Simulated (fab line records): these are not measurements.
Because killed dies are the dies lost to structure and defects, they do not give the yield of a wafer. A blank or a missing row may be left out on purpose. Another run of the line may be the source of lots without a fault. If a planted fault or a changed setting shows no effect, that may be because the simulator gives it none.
A lot that was struck, set against a sound lot | flow sky130 | 14 out of 708 route steps
Sound: wafers L897.2, L897.3, L897.4. Struck: wafer L908.3 (left out: L908.2, a lot-mate that was not struck); the cause follows at the end.
Per side, at each step with rows, come the tool, then ch with its chambers, and then its first start. Under that, the readings that differ: sound wafers | struck wafers | difference of the means | sigmas: that difference in standard deviations of wafers without a fault.
alike: words and numbers the same on both sides, and readings whose means are apart by under 2 such deviations; not compared: readings that were withheld, readings missing a value for some wafer, numbers with overlapping values and no deviation given by the record, and bounds like >300 which may hide the same value.
A row with sigmas, a row that says differs or no value, or rows on one side alone: a step with any of these is where the two part. Numbers that have no deviation but don't overlap get no sigmas and don't part them. Lack of a reading on every wafer of one side parts them only where that side has two or more wafers.

first, 2 steps without rows for these wafers: SKY_VIA4_PEB_09; SKY_VIA4_DEVELOP_10 (develop time 60 s).
SKY_VIA4_OVL_MEAS_11:
  struck on overlay-02, day 45 20:14; sound on overlay-01, day 42 18:43
  alike: VIA4_OVL
SKY_VIA4_ETCH_12: etches SiO2 in C4F8/O2/Ar, stops on TiN, target depth 580 nm.
  sound on rie-diel-03 ch 1,2,3, day 42 18:44; struck on rie-diel-02 ch 0, day 45 20:16
  alike: bias-w, oes-product-au, rf-fwd-power-W
SKY_VIA4_STRIP_13: strips in O2/N2.
  sound on plasma-asher-01 ch 0,1, day 42 18:49; struck on plasma-asher-03 ch 1, day 45 20:20
  alike: drypump-motor-current-A, oes-product-au, strip-time-to-endpoint-s
  not compared: rf-hours-counter-h
then, 3 steps without rows for these wafers: SKY_VIA4_STRIP_14 (strips in post etch residue remover, time 1200 s); SKY_VIA4_CLEAN_15 (cleans in IPA, time 180 s); SKY_VIA4_CLEAN_16 (cleans in O3/DIW).
SKY_VIA4_SPUTTER_17: material TiN, target thk 20 nm, time 80 s.
  struck on pvd-sputter-03, day 45 20:58; sound on pvd-sputter-03, day 42 19:25
  alike: throttle-valve-pct
SKY_VIA4_CVD_18: deposits W, target thk 505 nm, time 152.14 s.
  sound on cvd-w-01 ch 0,1, day 42 19:28; struck on cvd-w-01 ch 1, day 45 21:02
  alike: heater-power-w
  not compared: since-wet-clean-h
SKY_VIA4_RS_MEAS_19: measures by four-point-probe.
  struck on film-metro-02, day 45 21:12; sound on film-metro-01, day 42 19:38
  alike: VIA4_W_RS
SKY_VIA4_THK_MEAS_20: measures by xrf.
  struck on film-metro-02, day 45 21:19; sound on film-metro-01, day 42 19:45
  alike: VIA4_W_THK
SKY_VIA4_CMP_21: polishes, stops on SiO2, t overpolish 25 s, target thk 0 nm.
  sound on cmp-02 ch 1,2,3, day 42 19:52; struck on cmp-01 ch 3, day 45 21:22
  reading                | sound                | struck | difference | sigmas
  overpolish-run-s (s)   | 24.994 24.998 25.004 | 0.040  | -24.959    | -99 or more
  time-to-endpoint-s (s) | 118 120 115          | 189    | +71        | +15
  alike: head-pressure-psi, motor-current-A
SKY_METAL5_SPUTTER_00: material Ti, target thk 15 nm, time 10 s.
  sound wafers here have rows in the record (pvd-sputter-01, day 42 20:10); struck ones have none

== WHERE THEY PART ==
Earliest at SKY_VIA4_CMP_21; latest, in this record, at SKY_METAL5_SPUTTER_00.

WHY: whatever the simulator had introduced
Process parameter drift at SKY_VIA4_CMP_21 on cmp-01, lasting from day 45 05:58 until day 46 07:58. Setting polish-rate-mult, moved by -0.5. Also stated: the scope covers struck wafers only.
